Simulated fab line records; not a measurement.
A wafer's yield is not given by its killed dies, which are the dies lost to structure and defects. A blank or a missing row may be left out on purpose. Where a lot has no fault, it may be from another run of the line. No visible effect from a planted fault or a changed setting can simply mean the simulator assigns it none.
Which of the tools did it?	flow gf180mcu	Sampling: 14 lots, 42 wafers, 4 of 602 route steps

WHAT THE GAUGES SHOWED, per wafer
GF_DUAL_GATE_OVL_MEAS_11. Usual: DUAL_GATE_OVL gives 0.1 nm (standard deviation 1.3).
lot	measured	on	DUAL_GATE_OVL (nm)	flag
L410	day 8 03:57	overlay-02	0.3 0.6 0.0	
L412	day 8 17:06	overlay-02	0.3 0.4 3.4	
L413	day 9 02:01	overlay-02	-0.2 0.5 0.1	
L414	day 9 11:53	overlay-02	0.0 0.8 0.0	
L415	day 9 15:28	overlay-02	0.9 1.7 1.0	
L416	day 9 22:55	overlay-01	1.0 0.8 1.1	
L418	day 10 12:09	overlay-02	0.7 0.8 2.4	
L419	day 10 20:54	overlay-02	-0.7 -1.1 -1.6	
L421	day 11 12:58	overlay-02	-1.2 -0.3 -0.4	
L424	day 12 10:28	overlay-01	-2.7 -0.8 -3.1	
L429	day 13 17:38	overlay-02	-2.5 -1.0 -2.6	
L430	day 14 05:09	overlay-01	-0.6 -1.2 -1.3	
L431	day 14 10:34	overlay-02	1.9 1.4 -1.3	
L432	day 14 17:10	overlay-01	0.4 1.5 2.6	

GF_HV_LDD_TW_MEAS_38. Usual: HV_LDD_3_TW gives 1432 (standard deviation 13).
lot	measured	on	HV_LDD_3_TW	flag
L410	day 11 10:08	film metro-04	1452 1451 1460	
L412	day 12 00:47	film metro-04	1444 1447 1453	
L413	day 12 09:29	film metro-03	1430 1436 1431	
L414	day 12 20:17	film metro-03	1427 1428 1430	
L415	day 13 02:38	film metro-01	1415 1426 1424	
L416	day 13 07:59	film metro-04	1441 1434 1440	
L418	day 13 23:38	film metro-03	1428 1423 1423	
L419	day 14 08:59	film metro-04	1454 1451 1462	
L421	day 15 03:30	film metro-03	1426 1424 1435	
L424	day 16 06:22	film metro-03	1413 1415 1423	
L429	day 17 22:26	film metro-03	1418 1412 1428	
L430	day 18 08:19	film metro-01	1415 1423 1423	
L431	day 18 14:18	film metro-01	1414 1414 1409	
L432	day 18 21:48	film metro-01	1414 1424 1419	

EACH LOT AND THE TOOL THAT RAN IT (in order: tool; ch and the chambers of the sampled wafers; start)
lot	GF_HV_LDD_STRIP_10	GF_HV_LDD_IMPLANT_34
L410	plasma asher-02 ch 0, day 9 20:29	implanter-01 ch 0, day 11 09:33
L412	plasma asher-01 ch 0,1, day 10 11:33	implanter-03 ch 0, day 12 00:14
L413	plasma asher-02 ch 1, day 10 18:41	implanter-01 ch 0, day 12 08:56
L414	plasma asher-01 ch 0,1, day 11 06:35	implanter-02 ch 0, day 12 19:46
L415	plasma asher-03 ch 0,1, day 11 12:01	implanter-02 ch 0, day 13 02:07
L416	plasma asher-02 ch 0,1, day 11 17:31	implanter-03 ch 0, day 13 07:28
L418	plasma asher-02 ch 0,1, day 12 07:55	implanter-02 ch 0, day 13 23:05
L419	plasma asher-02 ch 0,1, day 12 16:56	implanter-03 ch 0, day 14 08:27
L421	plasma asher-02 ch 0,1, day 13 10:24	implanter-03 ch 0, day 15 02:54
L424	plasma asher-01 ch 1, day 14 09:58	implanter-03 ch 0, day 16 05:49
L429	plasma asher-02 ch 0,1, day 16 00:02	implanter-03 ch 0, day 17 21:55
L430	plasma asher-01 ch 0,1, day 16 09:31	implanter-02 ch 0, day 18 07:46
L431	plasma asher-02 ch 0,1, day 16 14:10	implanter-01 ch 0, day 18 13:45
L432	plasma asher-01 ch 0,1, day 16 22:13	implanter-02 ch 0, day 18 21:18
- GF_HV_LDD_STRIP_10: strips in O2/N2.
- GF_HV_LDD_IMPLANT_34

AS READ BY THE TOOLS THEMSELVES (means over the sampled wafers that have a number; for cases with no such wafer, the mark the record gives instead)
GF_HV_LDD_STRIP_10. Usual: drypump motor current A 5.86 A, standard deviation 0.24; heater power w 348 W, standard deviation 40; oes product au 0.716 a.u., standard deviation 0.0049; strip time to endpoint s 12.64 s, standard deviation 0.038.
lot	tool	drypump motor current A (A)	heater power w (W)	oes product au (a.u.)	strip time to endpoint s (s)	flag
L410	plasma asher-02	5.94	314	0.713	12.65	
L412	plasma asher-01	5.79	407	0.712	12.62	
L413	plasma asher-02	6.15	311	0.716	12.61	
L414	plasma asher-01	5.66	388	0.715	12.67	
L415	plasma asher-03	5.80	339	0.713	12.67	
L416	plasma asher-02	6.04	315	0.719	12.70	
L418	plasma asher-02	5.99	314	0.712	12.68	
L419	plasma asher-02	5.99	311	0.712	12.67	
L421	plasma asher-02	5.99	311	0.715	12.63	
L424	plasma asher-01	5.56	373	0.718	12.56	
L429	plasma asher-02	5.99	315	0.712	12.61	
L430	plasma asher-01	5.65	383	0.715	12.65	
L431	plasma asher-02	6.04	311	0.717	12.62	
L432	plasma asher-01	5.65	387	0.711	12.61	

GF_HV_LDD_IMPLANT_34. Usual: dose ions cm2 7.501e+12, standard deviation 7.6e+09; faraday current uA 42.3, standard deviation 0.8.
lot	tool	dose ions cm2	faraday current uA	flag
L410	implanter-01	7.492e+12	42.2	
L412	implanter-03	7.497e+12	42.0	
L413	implanter-01	7.503e+12	42.8	
L414	implanter-02	7.506e+12	41.8	
L415	implanter-02	7.503e+12	42.3	
L416	implanter-03	7.499e+12	41.6	
L418	implanter-02	7.508e+12	42.0	
L419	implanter-03	7.501e+12	42.3	
L421	implanter-03	7.502e+12	42.0	
L424	implanter-03	6.677e+12	37.4	OFF
L429	implanter-03	6.677e+12	37.2	OFF
L430	implanter-02	7.499e+12	42.1	
L431	implanter-01	7.499e+12	41.7	
L432	implanter-02	7.495e+12	41.9	

THE ANSWER, worked out from the rows above alone
Rule: take the mean of a lot's wafers that have a number; if it is more than 3 standard deviations from the usual mean, the lot is off. Also off: a lot with no number at a reading for which 4 or more lots have one. The other lots that the step has rows for count as sound. After the gauges, taken in route order, come the tools' own readings; for these a lot's mean is taken, as printed above. The first step at which some lot is off is used, and at that step the reading that is off furthest; a lot without a number counts as furthest.
Off, at GF_HV_LDD_IMPLANT_34 on dose ions cm2: L424, L429.
If a tool, at that step or one of the process steps before it, ran each lot that is off and ran no sound lot following the first of them, it fits. One fits: implanter-03 at GF_HV_LDD_IMPLANT_34. A fault onset in the window from L421 (day 15 02:54, its last sound lot) to L424 (day 16 05:49, its first lot off) fits.
The tool's own readings at GF_HV_LDD_IMPLANT_34 bear it out: on the lots that are off they differ by more than 5 times the standard deviation of the sound lots' means. dose ions cm2 reads 6.677e+12 there against 7.500e+12 on the sound lots; faraday current uA reads 37.3 there against 42.1 on the sound lots.

WHAT WAS PUT IN BY THE SIMULATOR
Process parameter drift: implanter-03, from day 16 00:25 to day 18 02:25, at GF_HV_LDD_IMPLANT_34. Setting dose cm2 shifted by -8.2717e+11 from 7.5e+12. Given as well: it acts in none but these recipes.
Lots struck among those shown: L424, L429. The rule above reached the same finding.
